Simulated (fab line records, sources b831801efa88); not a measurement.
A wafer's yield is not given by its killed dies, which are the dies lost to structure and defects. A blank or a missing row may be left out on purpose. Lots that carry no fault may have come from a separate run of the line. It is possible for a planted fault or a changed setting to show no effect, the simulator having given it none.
fab line records -- flow sky130
record: lots: 6, wafers: 18, last-day: 49
route steps=708 shown FIELD_ISO@6 PAD_OPEN@708
lots untouched by any fault: they come from a run of this same line in which no faults occurred
start-h: the number of hours between the record's first day and the start of the first shown wafer of the lot -- wait-h: hours elapsed since this lot's preceding step -- " same as the row above -- L1.1+2: a row that stands for several wafers -- - no value, or no start was given -- * or withheld: withheld -- < > ~ a bound
route shown NAME@n: NAME is a module with steps in the file, n the number in the route of the first one -- usual: mean and standard deviation over wafers with no fault -- same: alike in all rows -- chamber/n: place in a boat -- sites: readings site by site -- _std_site: standard deviation across them -- _edge_site: the outer-site mean with the inner-site mean subtracted -- radius-mm: for every site, how far away it sits from the centre of the wafer -- mask NAME#n: copy n -- behind: tool/chamber where the wafer was last shaped -- hold: why the lot went on hold/how many hours it stayed there/how the hold came to an end -- device: transistor that didn't switch, given as n, p or np -- end of line: tests of these same wafers at the route's end -- a step with no rows: only its recipe -- killed: at the first sort, the dies lost to defects and structure; wafer yield is something else -- map: a wafer's dies, x killed, . not, _ none there
set.NAME: setting as actually run; set.NAME@STEP: the setting as run at that earlier step -- model.NAME: the simulator's own value behind a step, which no gauge read
certain route steps with their lots: each step a table, each wafer a row
services: when a tool's chamber went out of use (start-h, in hours from the record's first day, below 0 if earlier), for how many hours, and the reason
== steps ==
step: SKY_FIELD_ISO_DEHYDRATE_05
recipe: temp-c: 200, time-s: 60
step: SKY_FIELD_ISO_HMDS_06
recipe: prime-time-s: 60, prime-temp-c: 120
step: SKY_FIELD_ISO_COAT_07
recipe: resist: BARC, temp-c: withheld, time-s: withheld, spin-rpm: 3000, resist-thk-nm: 60
step: SKY_FIELD_ISO_COAT_08
recipe: resist: KrF-thick, spin-rpm: 3000, resist-thk-nm: 450
step: SKY_FIELD_ISO_SOFTBAKE_09
recipe: temp-c: 100, time-s: 90, resist: KrF-thick
step: SKY_FIELD_ISO_EXPOSE_10
recipe: mask-id: FOM, na: 0.68, source-shape: annular, sigma-inner: 0.4, sigma-outer: 0.8, target-cd-nm: 150, dose-mj: 28.24
step: SKY_FIELD_ISO_PEB_11
recipe: peb-temp-c: withheld, peb-time-s: withheld, resist: KrF-thick
step: SKY_FIELD_ISO_DEVELOP_12
recipe: develop-time-s: 60, resist: KrF-thick, dev-temp-c: 21
step: SKY_FIELD_ISO_CD_MEAS_13
recipe: target-cd-nm: 150
usual: cd-nm: 150.1/1.5
lot.wafer,tool,chamber,start-h,wait-h,cd-nm
L545.3,cd-sem-02,-,31.66,-,150.7
L545.4,cd-sem-02,-,31.66,-,150.5
L545.6,cd-sem-02,-,31.66,-,148.8
L551.1,cd-sem-01,-,59.52,-,149.7
L551.2,cd-sem-01,-,59.52,-,149.4
L551.6,cd-sem-01,-,59.52,-,148.6
L560.3,cd-sem-01,-,108.06,-,152.5
L560.5,cd-sem-01,-,108.06,-,151.2
L560.6,cd-sem-01,-,108.06,-,153.0
L561.1,cd-sem-02,-,112.37,-,150.5
L561.4,cd-sem-02,-,112.37,-,150.5
L561.6,cd-sem-02,-,112.37,-,151.4
L565.2,cd-sem-02,-,132.49,-,152.3
L565.4,cd-sem-02,-,132.49,-,150.2
L565.6,cd-sem-02,-,132.49,-,148.8
L566.1,cd-sem-02,-,137.17,-,148.7
L566.2,cd-sem-02,-,137.17,-,150.4
L566.6,cd-sem-02,-,137.17,-,148.9
step: SKY_FIELD_ISO_ETCH_14
recipe: chemistry: N2/H2, target: BARC, ion-energy-ev: 200, source-w: 500, bias-w: 100, pressure-mtorr: 30, n2-flow-sccm: 100, h2-flow-sccm: 200, stop-on: SiO2, time-s: 45.9, target-depth-a: 600
usual: chamber-pressure-mTorr: 29.998/0.026, drypump-motor-current-A: 5.5/0.43, oes-product-au: 0.855/0.0044, run-length-s: 74.2/0.46, throttle-valve-pct: 13.225/0.0087
lot.wafer,tool,chamber,start-h,wait-h,chamber-pressure-mTorr,drypump-motor-current-A,oes-product-au,rf-hours-counter-h,run-length-s,throttle-valve-pct
L545.3,rie-diel-01,0,31.74,0.1,30.009,5.7,0.858,97,74.1,13.230
L545.4,rie-diel-01,1,31.74,0.1,29.941,6.0,0.862,131,74.7,13.238
L545.6,rie-diel-01,1,31.74,0.1,29.996,6.0,0.857,-,74.7,13.220
L551.1,rie-diel-01,3,59.64,0.1,29.971,5.6,0.847,53,73.5,13.227
L551.2,rie-diel-01,2,59.64,0.1,29.961,5.7,0.846,50,74.2,13.236
L551.6,rie-diel-01,2,59.64,0.1,29.985,5.7,0.849,-,74.5,13.224
L560.3,rie-diel-04,1,108.14,0.1,30.035,5.5,0.855,134,74.4,13.224
L560.5,rie-diel-04,3,108.14,0.1,30.055,6.1,0.851,-,73.6,13.241
L560.6,rie-diel-04,0,108.14,0.1,29.996,6.1,0.858,-,74.3,13.236
L561.1,rie-diel-01,2,112.49,0.1,30.002,5.7,0.852,51,74.1,13.241
L561.4,rie-diel-01,1,112.49,0.1,30.038,6.0,0.852,133,74.1,13.217
L561.6,rie-diel-01,0,112.49,0.1,30.009,5.6,0.864,-,74.4,13.216
L565.2,rie-diel-04,2,132.59,0.1,30.002,5.0,0.853,7,73.5,13.232
L565.4,rie-diel-04,1,132.59,0.1,29.989,5.5,0.848,134,74.3,13.228
L565.6,rie-diel-04,2,132.59,0.1,29.990,5.0,0.851,-,73.8,13.218
L566.1,rie-diel-04,3,137.29,0.1,29.960,6.1,0.848,7,73.8,13.207
L566.2,rie-diel-04,0,137.29,0.1,30.008,6.1,0.854,1,74.5,13.231
L566.6,rie-diel-04,3,137.29,0.1,30.034,6.1,0.856,-,73.8,13.215
step: SKY_FIELD_ISO_ETCH_15
recipe: chemistry: CHF3/O2, target-depth-nm: 180, stop-on: Si, source-w: 600, bias-w: 200, pressure-mtorr: 40, chf3-flow-sccm: 50, O2_flow_sccm: 5, time-s: 72
usual: O2_flow_sccm: 5.000/0.014, chamber-pressure-mTorr: 40.00/0.035, drypump-motor-current-A: 5.5/0.43, oes-product-au: 0.949/0.0062, run-length-s: 100.3/0.46, throttle-valve-pct: 8.844/0.0087
lot.wafer,tool,chamber,start-h,wait-h,O2_flow_sccm,chamber-pressure-mTorr,drypump-motor-current-A,oes-product-au,rf-hours-counter-h,run-length-s,throttle-valve-pct
L545.3,rie-diel-01,0,31.78,0.0,4.999,40.01,5.6,0.963,97,100.0,8.850
L545.4,rie-diel-01,1,31.78,0.0,4.995,40.01,6.0,0.948,131,100.4,8.838
L545.6,rie-diel-01,1,31.78,0.0,4.986,40.00,6.0,0.954,-,100.2,8.852
L551.1,rie-diel-01,3,59.68,0.0,4.982,40.01,5.6,0.945,53,99.5,8.831
L551.2,rie-diel-01,2,59.68,0.0,4.992,39.94,5.7,0.945,50,99.9,8.839
L551.6,rie-diel-01,2,59.68,0.0,4.994,40.02,5.7,0.937,-,100.2,8.839
L560.3,rie-diel-04,1,108.18,0.0,5.000,40.04,5.6,0.948,134,101.1,8.847
L560.5,rie-diel-04,3,108.18,0.0,5.005,40.00,6.1,0.947,-,99.9,8.846
L560.6,rie-diel-04,0,108.18,0.0,4.973,40.04,6.1,0.942,-,100.6,8.844
L561.1,rie-diel-01,2,112.53,0.0,4.987,39.98,5.7,0.950,51,100.0,8.853
L561.4,rie-diel-01,1,112.53,0.0,5.006,39.99,6.0,0.962,133,100.2,8.847
L561.6,rie-diel-01,0,112.53,0.0,5.014,39.98,5.6,0.953,-,100.2,8.850
L565.2,rie-diel-04,2,132.63,0.0,5.003,39.98,5.0,0.948,7,99.5,8.859
L565.4,rie-diel-04,1,132.63,0.0,4.999,40.00,5.6,0.950,134,100.5,8.835
L565.6,rie-diel-04,2,132.63,0.0,5.034,40.02,5.0,0.945,-,99.5,8.845
L566.1,rie-diel-04,3,137.33,0.0,4.998,40.00,6.1,0.954,7,100.6,8.843
L566.2,rie-diel-04,0,137.33,0.0,5.001,40.00,6.1,0.943,1,100.3,8.844
L566.6,rie-diel-04,3,137.33,0.0,5.020,40.06,6.1,0.951,-,100.0,8.849
step: SKY_FIELD_ISO_STRIP_16
recipe: chemistry: O2/N2, power-w: 1400, pressure-mtorr: 1500, platen-temp-c: withheld, o2-flow-sccm: 3000, n2-flow-sccm: 300, overash-fraction: 0.5
usual: chamber-pressure-mTorr: 1500.1/1.4, drypump-motor-current-A: 5.7/0.4, oes-product-au: 0.378/0.0048, strip-time-to-endpoint-s: 3.55/0.036
lot.wafer,tool,chamber,start-h,wait-h,chamber-pressure-mTorr,drypump-motor-current-A,oes-product-au,rf-hours-counter-h,strip-time-to-endpoint-s
L545.3,plasma-asher-01,1,31.87,0.1,1500.2,5.6,0.382,-,3.58
L545.4,plasma-asher-01,0,31.87,0.1,1498.5,5.0,0.382,-,3.57
L545.6,plasma-asher-01,0,31.87,0.1,1498.0,5.0,0.375,-,3.55
L551.1,plasma-asher-04,0,59.74,0.0,1503.3,5.4,0.379,39,3.52
L551.2,plasma-asher-04,1,59.74,0.0,1500.9,5.7,0.379,39,3.53
L551.6,plasma-asher-04,0,59.74,0.0,1498.4,5.4,0.378,-,3.53
L560.3,plasma-asher-04,1,108.27,0.1,1502.1,5.7,0.375,-,3.61
L560.5,plasma-asher-04,1,108.27,0.1,1498.9,5.7,0.382,-,3.56
L560.6,plasma-asher-04,0,108.27,0.1,1500.5,5.5,0.382,-,3.61
L561.1,plasma-asher-03,0,112.59,0.0,1500.8,6.3,0.366,43,3.47
L561.4,plasma-asher-03,0,112.59,0.0,1499.4,6.3,0.381,-,3.48
L561.6,plasma-asher-03,1,112.59,0.0,1502.6,5.4,0.366,-,3.54
L565.2,plasma-asher-03,0,132.69,0.0,1501.1,6.3,0.388,45,3.55
L565.4,plasma-asher-03,0,132.69,0.0,1499.3,6.3,0.382,-,3.55
L565.6,plasma-asher-03,0,132.69,0.0,1499.5,6.3,0.378,-,3.53
L566.1,plasma-asher-03,0,137.39,0.0,1501.3,6.2,0.372,46,3.51
L566.2,plasma-asher-03,1,137.39,0.0,1500.2,5.4,0.386,46,3.55
L566.6,plasma-asher-03,0,137.39,0.0,1499.7,6.2,0.379,-,3.52
step: SKY_FIELD_ISO_ETCH_17
recipe: target-depth-a: 3420, mask-material: Si3N4, chemistry: HBr/Cl2/O2, target: Si, taper-deg: 5, icp-w: 607.2, bias-w: 150, pressure-mtorr: 15, HBr_flow_sccm: 150, Cl2_flow_sccm: 40, O2_flow_sccm: 6, time-s: 97.7
usual: O2_flow_sccm: 6.000/0.017, chamber-pressure-mTorr: 15.000/0.012, drypump-motor-current-A: 5.8/0.45, oes-product-au: 1.001/0.0096, run-length-s: 126.1/0.4, throttle-valve-pct: 25.656/0.011
lot.wafer,tool,chamber,start-h,wait-h,O2_flow_sccm,chamber-pressure-mTorr,drypump-motor-current-A,oes-product-au,rf-hours-counter-h,run-length-s,throttle-valve-pct,model.FIELD_ISO.feature-depth-nm,model.etch.depth-nm
L545.3,rie-si-01,3,31.94,0.0,5.984,15.004,6.1,1.010,136,126.0,25.672,345.1,345.1
L545.4,rie-si-01,2,31.94,0.0,5.973,14.988,5.5,1.010,49,125.8,25.637,346.5,346.5
L545.6,rie-si-01,0,31.94,0.0,6.005,14.968,5.4,1.004,-,125.7,25.658,342.6,342.6
L551.1,rie-si-02,2,59.84,0.1,6.022,15.005,6.6,0.989,3,126.1,25.642,337.2,337.2
L551.2,rie-si-02,3,59.84,0.1,6.002,14.997,5.7,0.993,1,125.4,25.655,339.1,339.1
L551.6,rie-si-02,3,59.84,0.1,6.001,15.013,5.7,1.004,-,125.4,25.658,342.3,342.3
L560.3,rie-si-01,1,108.34,0.0,5.989,14.988,5.6,1.012,103,126.2,25.637,348.2,348.2
L560.5,rie-si-01,0,108.34,0.0,6.003,14.997,5.4,1.000,-,129.7,25.659,356.2,356.2
L560.6,rie-si-01,3,108.34,0.0,6.022,15.001,6.2,1.007,-,125.6,25.653,344.9,344.9
L561.1,rie-si-01,1,112.69,0.1,5.998,14.981,5.7,1.013,103,126.3,25.663,348.5,348.5
L561.4,rie-si-01,2,112.69,0.1,6.013,15.004,5.5,1.008,49,125.9,25.657,347.4,347.4
L561.6,rie-si-01,0,112.69,0.1,5.991,14.993,5.4,1.002,-,129.9,25.656,353.4,353.4
L565.2,rie-si-02,2,132.79,0.1,6.020,15.014,6.6,0.984,4,126.3,25.668,336.3,336.3
L565.4,rie-si-02,0,132.79,0.1,6.013,15.021,5.4,0.999,135,126.5,25.647,342.5,342.5
L565.6,rie-si-02,1,132.79,0.1,6.020,15.013,6.6,1.008,-,126.3,25.651,350.7,350.7
L566.1,rie-si-02,2,137.49,0.1,5.988,15.000,6.6,0.999,4,126.7,25.645,340.3,340.3
L566.2,rie-si-02,1,137.49,0.1,5.999,14.964,6.6,1.021,68,126.3,25.642,354.9,354.9
L566.6,rie-si-02,3,137.49,0.1,6.005,15.011,5.7,1.000,-,125.3,25.647,342,342
step: SKY_FIELD_ISO_WET_ETCH_18
recipe: chemistry: H3PO4, target-depth-nm: 25, temp-c: 160, target: Si3N4, time-s: 286
step: SKY_PAD_OPEN_PROBE_99
usual: killed_at_M0_to_M3: 44/7, killed_at_M4_up: 3.0/1.8, killed-at-contacts: 24/4.9, killed-at-front-end: 15/5, killed-at-other: 0.2/0.53, killed-dies: 87/8.7, killed-open: 48/6.8, killed-short: 39/5.7
same: gross-dies: 492, killed-at-back-side: 0
lot.wafer,tool,chamber,start-h,wait-h,killed_at_M0_to_M3,killed_at_M4_up,killed-at-contacts,killed-at-front-end,killed-at-other,killed-dies,killed-open,killed-short,model.etest.pfet_16v.r-on-ohm-um,model.etest.res-iso-pwell.rs-ohm-sq,model.etest.res-iso-pwell.line-ohm-um,model.etest.cap-poly-to-well.c-af-um2,model.etest.field-p.vt-v,model.etest.field-n.vt-v
L545.3,prober-01,-,1073.30,0.2,34,4,31,17,0,86,50,36,1.551e+04,3061,1157,89.71,-42.48,36.17
L545.4,prober-01,-,1073.35,0.2,44,2,16,14,0,76,38,38,1.576e+04,3086,1154,90.2,-42.66,36.35
L545.6,prober-01,-,1073.45,0.2,47,7,18,16,0,88,51,37,1.562e+04,2997,1139,92.27,-41.99,36.05
L551.1,prober-01,-,1117.40,0.1,26,4,27,7,0,64,28,36,1.488e+04,3148,1202,93.93,-39.99,35.64
L551.2,prober-01,-,1117.45,0.1,50,1,31,5,0,87,49,38,1.502e+04,3236,1236,92.62,-40.54,35.78
L551.6,prober-01,-,1117.65,0.2,50,4,27,9,1,91,49,42,1.523e+04,3314,1249,91.52,-40.99,35.85
L560.3,prober-02,-,1160.68,0.2,38,4,28,18,0,88,46,42,1.537e+04,3178,1221,90.51,-40.61,36.36
L560.5,prober-02,-,1160.78,0.2,39,4,29,13,0,85,48,37,1.566e+04,3398,1279,86.99,-42.02,36.79
L560.6,prober-02,-,1160.83,0.2,44,2,24,15,0,85,49,36,1.51e+04,3092,1157,90.5,-39.85,36.19
L561.1,prober-01,-,1162.97,0.1,48,6,28,11,0,93,50,43,1.544e+04,3293,1232,90.87,-45.04,36.61
L561.4,prober-01,-,1163.12,0.2,49,2,28,15,0,94,58,36,1.539e+04,3287,1259,89,-45.03,36.54
L561.6,prober-01,-,1163.22,0.2,45,5,20,18,0,88,54,34,1.565e+04,3406,1316,88.69,-45.68,36.61
L565.2,prober-01,-,1186.06,0.1,40,2,22,11,0,75,41,34,1.476e+04,3036,1143,92.51,-38.48,35.62
L565.4,prober-01,-,1186.16,0.2,64,2,21,24,0,111,70,41,1.516e+04,3240,1236,90.87,-40.11,36.14
L565.6,prober-01,-,1186.26,0.2,40,2,24,19,0,85,34,51,1.545e+04,3419,1301,89.86,-41.47,36.38
L566.1,prober-02,-,1186.97,0.1,48,2,18,9,0,77,43,34,1.522e+04,2990,1124,91.2,-41.08,35.81
L566.2,prober-02,-,1187.02,0.1,31,4,22,20,1,78,49,29,1.582e+04,3279,1264,87.73,-43.51,36.83
L566.6,prober-02,-,1187.22,0.2,49,3,16,15,0,83,40,43,1.53e+04,3018,1149,90.25,-41.41,36.09
killed by level:class
L545.3 LI_CONTACT:geometric-particle:open=12 CONTACT:geometric-particle:open=11 VIA1:geometric-particle:open=9 FIELD_ISO:geometric-particle:short=5 LI_CONTACT:geometric-particle:short=4 METAL2:geometric-particle:short=4 METAL1:geometric-particle:short=4 VIA3:geometric-particle:open=4
L545.4 VIA1:geometric-particle:open=12 VIA3:geometric-particle:open=8 VIA1:geometric-particle:short=7 FIELD_ISO:geometric-particle:short=6 CONTACT:geometric-particle:open=6 LI_CONTACT:geometric-particle:open=4 METAL2:geometric-particle:short=4 SPACER:geometric-particle:short=3
L545.6 VIA1:geometric-particle:open=12 METAL2:geometric-particle:short=9 VIA2:geometric-particle:open=8 CONTACT:geometric-particle:open=6 FIELD_ISO:geometric-particle:open=5 VIA3:geometric-particle:open=5 FIELD_ISO:geometric-particle:short=4 LI_CONTACT:geometric-particle:open=4
L551.1 CONTACT:geometric-particle:short=8 CONTACT:geometric-particle:open=6 LI_CONTACT:geometric-particle:open=5 VIA1:geometric-particle:open=5 LI_CONTACT:geometric-particle:short=4 VIA2:geometric-particle:open=4 LOCAL_INTERCONNECT:geometric-particle:short=3 METAL1:geometric-particle:short=3
L551.2 CONTACT:geometric-particle:open=11 VIA1:geometric-particle:open=10 METAL2:geometric-particle:short=10 VIA2:geometric-particle:open=9 LI_CONTACT:geometric-particle:open=8 CONTACT:geometric-particle:short=5 VIA1:geometric-particle:short=5 VIA3:geometric-particle:open=5
L551.6 VIA2:geometric-particle:open=14 CONTACT:geometric-particle:open=10 LI_CONTACT:geometric-particle:short=6 METAL1:geometric-particle:short=6 VIA1:geometric-particle:open=6 VIA3:geometric-particle:open=6 CONTACT:geometric-particle:short=5 LI_CONTACT:geometric-particle:open=5
L560.3 CONTACT:geometric-particle:open=12 FIELD_ISO:geometric-particle:open=7 VIA1:geometric-particle:open=6 LI_CONTACT:geometric-particle:open=6 METAL1:geometric-particle:short=6 METAL2:geometric-particle:short=5 VIA1:geometric-particle:short=4 CONTACT:geometric-particle:short=4
L560.5 CONTACT:geometric-particle:open=13 LI_CONTACT:geometric-particle:open=10 VIA2:geometric-particle:open=8 VIA1:geometric-particle:open=7 FIELD_ISO:geometric-particle:short=5 METAL1:geometric-particle:short=5 VIA1:geometric-particle:short=5 METAL3:geometric-particle:short=4
L560.6 VIA1:geometric-particle:open=17 CONTACT:geometric-particle:open=9 VIA2:geometric-particle:open=6 POLY_GATE:geometric-particle:open=6 LI_CONTACT:geometric-particle:open=6 VIA1:geometric-particle:short=5 CONTACT:geometric-particle:short=4 METAL2:geometric-particle:short=4
L561.1 VIA1:geometric-particle:open=11 LI_CONTACT:geometric-particle:open=8 METAL2:geometric-particle:short=8 CONTACT:geometric-particle:open=7 LI_CONTACT:geometric-particle:short=6 METAL1:geometric-particle:short=6 VIA1:geometric-particle:short=6 VIA3:geometric-particle:open=6
L561.4 VIA1:geometric-particle:open=14 CONTACT:geometric-particle:open=9 VIA2:geometric-particle:open=9 LOCAL_INTERCONNECT:geometric-particle:open=5 METAL1:geometric-particle:short=5 METAL2:geometric-particle:short=5 POLY_GATE:geometric-particle:open=4 LI_CONTACT:geometric-particle:open=4
L561.6 VIA1:geometric-particle:open=15 CONTACT:geometric-particle:open=9 VIA3:geometric-particle:open=7 METAL1:geometric-particle:short=6 VIA2:geometric-particle:open=6 FIELD_ISO:geometric-particle:open=5 METAL2:geometric-particle:short=5 POLY_GATE:geometric-particle:short=4
L565.2 CONTACT:geometric-particle:open=10 LOCAL_INTERCONNECT:geometric-particle:short=7 VIA1:geometric-particle:open=7 VIA3:geometric-particle:open=7 METAL1:geometric-particle:short=5 METAL2:geometric-particle:short=5 METAL3:geometric-particle:short=5 FIELD_ISO:geometric-particle:open=4
L565.4 VIA1:geometric-particle:open=21 CONTACT:geometric-particle:open=12 VIA3:geometric-particle:open=10 VIA2:geometric-particle:open=7 POLY_GATE:geometric-particle:open=7 VIA1:geometric-particle:short=6 METAL2:geometric-particle:short=6 POLY_GATE:geometric-particle:short=5
L565.6 METAL1:geometric-particle:short=9 CONTACT:geometric-particle:short=9 POLY_GATE:geometric-particle:short=8 VIA1:geometric-particle:open=8 CONTACT:geometric-particle:open=7 FIELD_ISO:geometric-particle:open=4 LOCAL_INTERCONNECT:geometric-particle:short=4 VIA1:geometric-particle:short=4
L566.1 VIA1:geometric-particle:open=13 CONTACT:geometric-particle:open=8 METAL1:geometric-particle:short=8 METAL2:geometric-particle:short=7 SPACER:geometric-particle:open=4 CONTACT:geometric-particle:short=4 VIA1:geometric-particle:short=4 METAL1:geometric-particle:open=4
L566.2 VIA1:geometric-particle:open=12 CONTACT:geometric-particle:open=11 FIELD_ISO:geometric-particle:open=9 VIA2:geometric-particle:open=4 POLY_GATE:geometric-particle:open=3 SPACER:geometric-particle:short=3 LI_CONTACT:geometric-particle:open=3 LOCAL_INTERCONNECT:geometric-particle:short=3
L566.6 VIA1:geometric-particle:open=15 METAL1:geometric-particle:short=6 CONTACT:geometric-particle:open=6 VIA1:geometric-particle:short=6 FIELD_ISO:geometric-particle:short=5 VIA2:geometric-particle:short=5 FIELD_ISO:geometric-particle:open=4 LOCAL_INTERCONNECT:geometric-particle:short=4
== services ==
tool,chamber,start-h,hours,kind
plasma-asher-01,-,7.87,10.4,repair
rie-diel-01,3,11.23,6.8,repair
plasma-asher-04,-,19.63,2.8,pm
rie-diel-04,3,25.45,8.3,repair
rie-diel-01,3,39.08,15.6,repair
rie-diel-04,1,55.47,6.5,repair
rie-diel-04,-,77.40,2.8,pm
rie-diel-04,0,80.15,-,clean
rie-diel-04,0,80.15,25.8,scheduled-down
rie-diel-04,0,80.15,25.8,vent-cycle
plasma-asher-01,-,108.75,9.0,pm
plasma-asher-01,0,108.75,9.0,vent-cycle
plasma-asher-01,1,108.75,9.0,vent-cycle
plasma-asher-01,0,117.75,-,clean
plasma-asher-01,1,117.75,-,clean
rie-diel-01,1,118.74,16.0,repair
plasma-asher-01,-,121.61,2.8,pm
plasma-asher-01,-,124.45,1.0,repair
rie-si-01,-,136.36,0.2,repair
== key ==
first-sign: step: SKY_FIELD_ISO_ETCH_17, reading: run-length-s, direction: up, sigmas: 9.2, usual: *, struck: *
effect none on later readings
model-effect: step: SKY_FIELD_ISO_ETCH_17, value: FIELD_ISO.feature-depth-nm, without: 341, struck: 354.8
model-effect: step: SKY_PAD_OPEN_PROBE_99, value: etest.pfet_16v.r-on-ohm-um, without: 1.501e+04, struck: 1.565e+04
met-at SKY_FIELD_ISO_ETCH_17
struck-wafers L560.5,L561.6
tester-left-out L560,L561
onset-between 31.94 108.34
fault: kind: process-parameter-drift, tool: rie-si-01, chamber: 0, onset-h: 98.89, steps: SKY_FIELD_ISO_ETCH_17, channel: time-s, offset: *, shape: step, end-h: 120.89, acts-in: *, stated: *
tester-left-out: of these lots the tester's yield and bins aren't shown, on N5 and GAA mostly nor the transistor test; their killed dies are dies lost to structure and defects alone, not to doping, threshold or leakage, so they don't give the yield
